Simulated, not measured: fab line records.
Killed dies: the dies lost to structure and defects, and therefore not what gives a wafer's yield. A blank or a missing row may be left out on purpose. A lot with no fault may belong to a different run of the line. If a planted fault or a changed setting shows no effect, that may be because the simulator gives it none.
The same fault as seen by 2 desks :: flow gf180mcu :: every desk sees just its own numbers, and what lay behind them comes last

AT THE METROLOGY DESK
What the gauges read for every lot (on any tool): the sampled wafers with a number, averaged. The brackets show how far a lot's mean lies from the usual mean; more than 4 standard deviations puts the lot out of limits, marked OUT.
Columns: A = V2_W_THK at GF_V2_THK_MEAS_25, usual 353 nm
lot: L863
first seen here: day 20 15:05
A: 351

lot: L865
first seen here: day 21 11:01
A: 356

lot: L867
first seen here: day 21 21:18
A: 350

lot: L868
first seen here: day 22 10:47
A: 353

lot: L871
first seen here: day 23 09:26
A: 347

lot: L872
first seen here: day 23 13:23
A: 351

lot: L874
first seen here: day 24 08:02
A: 358

lot: L881
first seen here: day 26 11:37
A: 352

lot: L882
first seen here: day 26 19:30
A: 357

lot: L883
first seen here: day 27 04:58
A: 359

lot: L884
first seen here: day 27 12:01
A: 354

lot: L885
first seen here: day 27 13:39
A: 353

lot: L886
first seen here: day 27 18:18
A: 352
Result from this desk: across the 13 lots, nothing is out of limits.

DESK OF THE TOOL OWNER: implanter-01
For each lot that ran on this tool, the mean over its sampled wafers that have a number, from the tool's own readings at GF_VT_IMPLANT_IMPLANT_30. The brackets show how far a lot's mean lies from the usual mean; more than 4 standard deviations puts the lot out of limits, marked OUT.
Columns: A = beam energy keV at GF_VT_IMPLANT_IMPLANT_30, usual 24.999; B = dose ions cm2 at GF_VT_IMPLANT_IMPLANT_30, usual 2.534e+12
lot: L867
first seen here: day 7 20:49
A: 24.987
B: 2.534e+12

lot: L868
first seen here: day 8 10:47
A: 25.006
B: 2.533e+12

lot: L871
first seen here: day 9 01:55
A: 25.003
B: 2.539e+12

lot: L872
first seen here: day 9 06:32
A: 27.597 (+99 or more) OUT
B: 2.533e+12

lot: L874
first seen here: day 9 17:17
A: 27.596 (+99 or more) OUT
B: 2.535e+12

lot: L883
first seen here: day 12 07:55
A: 24.992
B: 2.535e+12

lot: L886
first seen here: day 13 00:38
A: 24.994
B: 2.534e+12
This desk's verdict: out of limits on L872, L874, starting with L872 at day 9 06:32 (beam energy keV at GF_VT_IMPLANT_IMPLANT_30). L867, L868, L871, L883, L886 stayed within limits.

ALL TOGETHER
On L872, L874, at day 9 06:32, an alarm was possible from the tool owner's desk.
The metrology desk saw nothing out of limits.
The metrology desk has L872, L874 on record, within its limits.
The lots listed all ran GF_VT_IMPLANT_IMPLANT_30 on implanter-01.

WHAT THE SIMULATOR HAD INSERTED
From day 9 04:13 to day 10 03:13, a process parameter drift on implanter-01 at GF_VT_IMPLANT_IMPLANT_30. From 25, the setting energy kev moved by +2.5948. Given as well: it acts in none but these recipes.
Lots struck among those shown: L872, L874.
Time in hours from fault onset to the first out-of-limits reading at each desk: the tool owner's desk, 2.
